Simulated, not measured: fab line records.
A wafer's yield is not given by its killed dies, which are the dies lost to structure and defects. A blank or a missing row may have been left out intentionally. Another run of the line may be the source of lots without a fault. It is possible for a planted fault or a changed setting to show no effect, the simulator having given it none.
Which tool was responsible? | flow sky130 | 12 lots, 36 wafers sampled, at 6 steps of a route of 708

== WHAT THE GAUGES READ, wafer by wafer ==
SKY_VIA2_OVL_MEAS_13. Usual: VIA2_OVL 2 nm, standard deviation 5.9.
lot  | measured     | on         | VIA2_OVL (nm) | flag
L899 | day 36 22:33 | overlay-02 | -3 -1 -2      |
L900 | day 37 15:23 | overlay-01 | -4 4 6        |
L905 | day 38 17:49 | overlay-01 | 2 4 8         |
L907 | day 39 14:37 | overlay-01 | 2 -1 -1       |
L906 | day 39 16:00 | overlay-02 | 1 0 0         |
L908 | day 39 21:33 | overlay-02 | 7 -1 10       |
L910 | day 40 22:41 | overlay-02 | 0 2 1         |
L911 | day 41 00:15 | overlay-02 | -3 5 -5       |
L914 | day 41 16:10 | overlay-01 | 5 1 3         |
L917 | day 42 09:06 | overlay-02 | 6 8 9         |
L919 | day 43 02:36 | overlay-01 | 9 -4 4        |
L921 | day 43 10:29 | overlay-02 | 8 13 14       |

SKY_VIA2_RS_MEAS_22: a four-point-probe measurement. Usual: VIA2_W_RS 0.2725 ohm/sq, standard deviation 0.0029.
lot  | measured     | on            | VIA2_W_RS (ohm/sq)   | flag
L899 | day 36 23:30 | film metro-01 | 0.2744 0.2739 0.2746 |
L900 | day 37 16:19 | film metro-04 | 0.2755 0.2717 0.2686 |
L905 | day 38 18:47 | film metro-02 | 0.2727 0.2728 0.2685 |
L907 | day 39 15:40 | film metro-04 | 0.2702 0.4075 0.4057 | OFF
L906 | day 39 17:02 | film metro-02 | 0.4078 0.2747 0.2798 | OFF
L908 | day 39 22:31 | film metro-02 | 0.2725 0.2762 0.4136 | OFF
L910 | day 40 23:38 | film metro-02 | 0.2709 0.3993 0.2694 | OFF
L911 | day 41 01:13 | film metro-04 | 0.2742 0.2735 0.2723 |
L914 | day 41 17:08 | film metro-02 | 0.2709 0.2740 0.2750 |
L917 | day 42 10:03 | film metro-02 | 0.2740 0.2767 0.2775 |
L919 | day 43 03:31 | film metro-02 | 0.2807 0.2753 0.2763 |
L921 | day 43 11:25 | film metro-01 | 0.2731 0.2709 0.2712 |

SKY_VIA2_THK_MEAS_23: measures by xrf. Usual: VIA2_W_THK 408 nm, standard deviation 10.
lot  | measured     | on            | VIA2_W_THK (nm) | flag
L899 | day 36 23:37 | film metro-01 | 404 407 406     |
L900 | day 37 16:26 | film metro-04 | 403 412 414     |
L905 | day 38 18:54 | film metro-02 | 397 397 402     |
L907 | day 39 15:47 | film metro-04 | 421 317 322     | OFF
L906 | day 39 17:09 | film metro-02 | 308 397 391     | OFF
L908 | day 39 22:37 | film metro-02 | 403 395 305     | OFF
L910 | day 40 23:44 | film metro-02 | 399 311 405     | OFF
L911 | day 41 01:20 | film metro-04 | 413 416 417     |
L914 | day 41 17:13 | film metro-02 | 401 399 393     |
L917 | day 42 10:10 | film metro-02 | 396 391 392     |
L919 | day 43 03:38 | film metro-02 | 382 389 395     |
L921 | day 43 11:32 | film metro-01 | 404 407 408     |

SKY_CAPM_THK_MEAS_04: measures by xrf. Usual: CAPM_TIN_THK 199.8 nm, standard deviation 2.5.
lot  | measured     | on            | CAPM_TIN_THK (nm) | flag
L899 | day 37 00:27 | film metro-01 | 203.0 203.1 202.5 |
L900 | day 37 17:16 | film metro-03 | 196.0 196.6 199.0 |
L905 | day 38 19:43 | film metro-01 | 203.2 202.3 202.4 |
L907 | day 39 16:37 | film metro-01 | 199.2 201.9 200.2 |
L906 | day 39 17:59 | film metro-01 | 199.8 199.2 202.0 |
L908 | day 40 03:17 | film metro-03 | 200.5 197.1 199.0 |
L910 | day 41 00:40 | film metro-01 | 201.9 203.1 200.4 |
L911 | day 41 02:10 | film metro-02 | 202.8 201.9 201.9 |
L914 | day 41 18:02 | film metro-01 | 199.3 200.2 199.0 |
L917 | day 42 10:59 | film metro-01 | 196.1 197.1 196.4 |
L919 | day 43 04:28 | film metro-02 | 201.0 201.5 201.9 |
L921 | day 43 12:22 | film metro-01 | 197.4 198.6 196.6 |

== WHAT TOOL EACH LOT RAN ON (gives the tool, then ch and the chambers of the sampled wafers, and finally the start) ==
lot  | SKY_VIA2_CMP_02               | SKY_VIA2_CVD_21
L899 | cmp-01 ch 0,3, day 35 20:31   | cvd w-02 ch 0,1, day 36 23:22
L900 | cmp-02 ch 1,2,3, day 36 12:56 | cvd w-02 ch 0,1, day 37 16:11
L905 | cmp-02 ch 0,2,3, day 37 16:29 | cvd w-01 ch 0,1, day 38 18:39
L907 | cmp-02 ch 0,1,3, day 38 13:31 | cvd w-02 ch 0,1, day 39 15:32
L906 | cmp-02 ch 1,2,3, day 38 13:53 | cvd w-02 ch 0,1, day 39 16:53
L908 | cmp-02 ch 0,1,3, day 38 20:19 | cvd w-02 ch 0,1, day 39 22:23
L910 | cmp-02 ch 0,2,3, day 39 21:25 | cvd w-02 ch 0,1, day 40 23:30
L911 | cmp-01 ch 0,1,2, day 39 23:16 | cvd w-01 ch 0, day 41 01:04
L914 | cmp-01 ch 1,2, day 40 15:33   | cvd w-01 ch 0,1, day 41 16:59
L917 | cmp-01 ch 0,1, day 41 09:57   | cvd w-01 ch 0,1, day 42 09:54
L919 | cmp-01 ch 0,2, day 42 02:43   | cvd w-01 ch 0,1, day 43 03:23
L921 | cmp-02 ch 1,2,3, day 42 10:23 | cvd w-01 ch 0,1, day 43 11:17
- SKY_VIA2_CMP_02: polishes SiO2.
- SKY_VIA2_CVD_21: deposits W, target thk 420 nm, time 126.4 s.

== AS READ BY THE TOOLS THEMSELVES (means over the sampled wafers that have a number; for cases with no such wafer, the mark the record gives instead) ==
SKY_VIA2_CMP_02. Usual: 12.1 A for motor current A, sd 0.73.
lot  | tool   | motor current A (A) | flag
L899 | cmp-01 | 12.0                |
L900 | cmp-02 | 11.7                |
L905 | cmp-02 | 12.0                |
L907 | cmp-02 | 11.8                |
L906 | cmp-02 | 11.7                |
L908 | cmp-02 | 11.4                |
L910 | cmp-02 | 11.9                |
L911 | cmp-01 | 12.1                |
L914 | cmp-01 | 12.1                |
L917 | cmp-01 | 12.3                |
L919 | cmp-01 | 12.1                |
L921 | cmp-02 | 11.8                |

SKY_VIA2_CVD_21. Usual: 873 W for heater power w, sd 21.
lot  | tool     | heater power w (W) | flag
L899 | cvd w-02 | 910                |
L900 | cvd w-02 | 909                |
L905 | cvd w-01 | 881                |
L907 | cvd w-02 | 876                |
L906 | cvd w-02 | 851                |
L908 | cvd w-02 | 854                |
L910 | cvd w-02 | 861                |
L911 | cvd w-01 | 877                |
L914 | cvd w-01 | 877                |
L917 | cvd w-01 | 882                |
L919 | cvd w-01 | 868                |
L921 | cvd w-01 | 867                |

== THE ANSWER, worked out from the rows above alone ==
Rule: lot off if the mean of its wafers having a number is beyond 3 standard deviations from the usual mean. A lot without any number at a reading at which 4 lots or more have one is off too. All remaining lots with rows at the step are treated as sound. After the gauges, taken in route order, come the tools' own readings; for these a lot's mean is taken, as printed above. At the first step where some lot is off, the reading lying furthest off is the one used; lots without a number count as furthest.
Off: L907, L906, L908, L910, seen at SKY_VIA2_RS_MEAS_22 (VIA2_W_RS).
A tool fits if, at a process step before that reading, it ran every lot that is off, and no sound lot after the first of them. Gauges at SKY_VIA2_RS_MEAS_22: tried the same way as those tools. One candidate fits, namely cvd w-02 at SKY_VIA2_CVD_21. A fault onset in the window from L900 (day 37 16:11, its last sound lot) to L907 (day 39 15:32, its first lot off) fits.

== WHAT THE SIMULATOR HAD PUT IN ==
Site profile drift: cvd w-02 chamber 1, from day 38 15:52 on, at SKY_VIA2_CVD_21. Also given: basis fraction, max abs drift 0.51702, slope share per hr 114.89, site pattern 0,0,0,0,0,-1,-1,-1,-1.
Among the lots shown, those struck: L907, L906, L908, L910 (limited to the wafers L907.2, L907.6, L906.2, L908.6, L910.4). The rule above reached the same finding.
